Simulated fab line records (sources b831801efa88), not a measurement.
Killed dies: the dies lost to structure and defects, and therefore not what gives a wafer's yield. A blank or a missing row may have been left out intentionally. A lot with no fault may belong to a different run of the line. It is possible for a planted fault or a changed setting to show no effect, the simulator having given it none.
Shared-tool check :: flow gf180mcu :: 13 lots and 39 wafers in the sample

WHAT PROMPTED THE OPENING
2 of 13 lots carry a flag on the reading LVPWELL_RS at GF_VT_IMPLANT_RS_MEAS_48. No-fault wafers: 1198.2 ohm/sq, standard deviation 2.7.
Rule: a lot gets a flag if all its wafers with a number sit over 4 standard deviations from that mean, or if no wafer of it has a number. The rest of the lots are taken to be sound.

lot: L566
measured: day 7 10:28
on: filmMetro-02
LVPWELL_RS (ohm/sq), wafer by wafer: 1197.1 1192.5 1196.3
flag: 

lot: L569
measured: day 8 09:34
on: filmMetro-01
LVPWELL_RS (ohm/sq), wafer by wafer: 1200.7 1201.6 1201.0
flag: 

lot: L571
measured: day 9 01:59
on: filmMetro-01
LVPWELL_RS (ohm/sq), wafer by wafer: 1201.1 1198.6 1197.3
flag: 

lot: L570
measured: day 9 03:04
on: filmMetro-03
LVPWELL_RS (ohm/sq), wafer by wafer: 1199.1 1192.3 1197.4
flag: 

lot: L572
measured: day 9 08:29
on: filmMetro-03
LVPWELL_RS (ohm/sq), wafer by wafer: 1196.8 1197.4 1198.7
flag: 

lot: L573
measured: day 9 13:50
on: filmMetro-01
LVPWELL_RS (ohm/sq), wafer by wafer: 1199.0 1201.2 1199.6
flag: 

lot: L574
measured: day 10 01:02
on: filmMetro-03
LVPWELL_RS (ohm/sq), wafer by wafer: 1196.7 1198.6 1200.8
flag: 

lot: L575
measured: day 10 04:22
on: filmMetro-03
LVPWELL_RS (ohm/sq), wafer by wafer: 1198.4 1200.2 1199.2
flag: 

lot: L576
measured: day 10 08:52
on: filmMetro-03
LVPWELL_RS (ohm/sq), wafer by wafer: 1199.1 1201.6 1201.7
flag: 

lot: L579
measured: day 11 03:28
on: filmMetro-02
LVPWELL_RS (ohm/sq), wafer by wafer: 1197.3 1200.3 1197.2
flag: 

lot: L584
measured: day 12 11:50
on: filmMetro-03
LVPWELL_RS (ohm/sq), wafer by wafer: 1212.0 1216.9 1212.3
flag: FLAGGED

lot: L587
measured: day 13 05:29
on: filmMetro-02
LVPWELL_RS (ohm/sq), wafer by wafer: 1209.1 1211.8 1209.6
flag: FLAGGED

lot: L589
measured: day 13 17:53
on: filmMetro-02
LVPWELL_RS (ohm/sq), wafer by wafer: 1200.4 1191.4 1192.7
flag: 
On average the flagged lots' numbers are 1212.0 ohm/sq, which is +13.8 ohm/sq against the usual, or +5 standard deviations.

WHICH TOOL EACH LOT WENT THROUGH
The record holds 1 process step before the reading, out of a route of 602 steps. Each cell gives the tool, then ch followed by the chambers the sampled wafers passed through, then the start.
lot: L566
flag: 
GF_LVPWELL_IMPLANT_09: implanter-03 ch 0, day 3 19:33

lot: L569
flag: 
GF_LVPWELL_IMPLANT_09: implanter-03 ch 0, day 4 14:55

lot: L571
flag: 
GF_LVPWELL_IMPLANT_09: implanter-03 ch 0, day 5 04:50

lot: L570
flag: 
GF_LVPWELL_IMPLANT_09: implanter-03 ch 0, day 5 06:17

lot: L572
flag: 
GF_LVPWELL_IMPLANT_09: implanter-03 ch 0, day 5 08:20

lot: L573
flag: 
GF_LVPWELL_IMPLANT_09: implanter-01 ch 0, day 5 13:44

lot: L574
flag: 
GF_LVPWELL_IMPLANT_09: implanter-01 ch 0, day 5 22:05

lot: L575
flag: 
GF_LVPWELL_IMPLANT_09: implanter-02 ch 0, day 6 02:55

lot: L576
flag: 
GF_LVPWELL_IMPLANT_09: implanter-02 ch 0, day 6 05:07

lot: L579
flag: 
GF_LVPWELL_IMPLANT_09: implanter-03 ch 0, day 6 20:51

lot: L584
flag: FLAGGED
GF_LVPWELL_IMPLANT_09: implanter-03 ch 0, day 8 01:29

lot: L587
flag: FLAGGED
GF_LVPWELL_IMPLANT_09: implanter-03 ch 0, day 8 17:17

lot: L589
flag: 
GF_LVPWELL_IMPLANT_09: implanter-01 ch 0, day 9 04:08
These steps, and what they do:
- GF_LVPWELL_IMPLANT_09
- GF_VT_IMPLANT_RS_MEAS_48: measures by four-point-probe.

FLAGGED OVER TOTAL, TOOL BY TOOL (the gauges that took the reading come last)
step: GF_LVPWELL_IMPLANT_09
tool: implanter-01
lots run: 3
flagged: 0
share of the flagged lots: none
sound lots run after its first flagged lot: -

step: GF_LVPWELL_IMPLANT_09
tool: implanter-02
lots run: 2
flagged: 0
share of the flagged lots: none
sound lots run after its first flagged lot: -

step: GF_LVPWELL_IMPLANT_09
tool: implanter-03
lots run: 8
flagged: 2
share of the flagged lots: all
sound lots run after its first flagged lot: 0

step: GF_VT_IMPLANT_RS_MEAS_48
tool: filmMetro-01
lots run: 3
flagged: 0
share of the flagged lots: none
sound lots run after its first flagged lot: -

step: GF_VT_IMPLANT_RS_MEAS_48
tool: filmMetro-02
lots run: 4
flagged: 1
share of the flagged lots: some
sound lots run after its first flagged lot: 1 (L589)

step: GF_VT_IMPLANT_RS_MEAS_48
tool: filmMetro-03
lots run: 6
flagged: 1
share of the flagged lots: some
sound lots run after its first flagged lot: 0

THE TABLE: WHAT IT ALLOWS
Rows of the table that ran each flagged lot: 1, that is implanter-03 at GF_LVPWELL_IMPLANT_09.
- implanter-03 at GF_LVPWELL_IMPLANT_09: 2 of its 8 lots flagged. A fault beginning between L579 (day 6 20:51), its last sound lot, and L584 (day 8 01:29), its first flagged one, fits the data. Its own readings (doseIonsCm2) fall more than 4 standard deviations out on all wafers of the flagged lots.
Just one tool remains: implanter-03 at GF_LVPWELL_IMPLANT_09.

WHAT THE SIMULATOR HAD INSERTED
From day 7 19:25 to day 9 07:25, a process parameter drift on implanter-03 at GF_LVPWELL_IMPLANT_09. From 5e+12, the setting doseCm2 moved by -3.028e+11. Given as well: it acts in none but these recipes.
Shown lots that were struck: L584, L587. The same result came from the rule above.
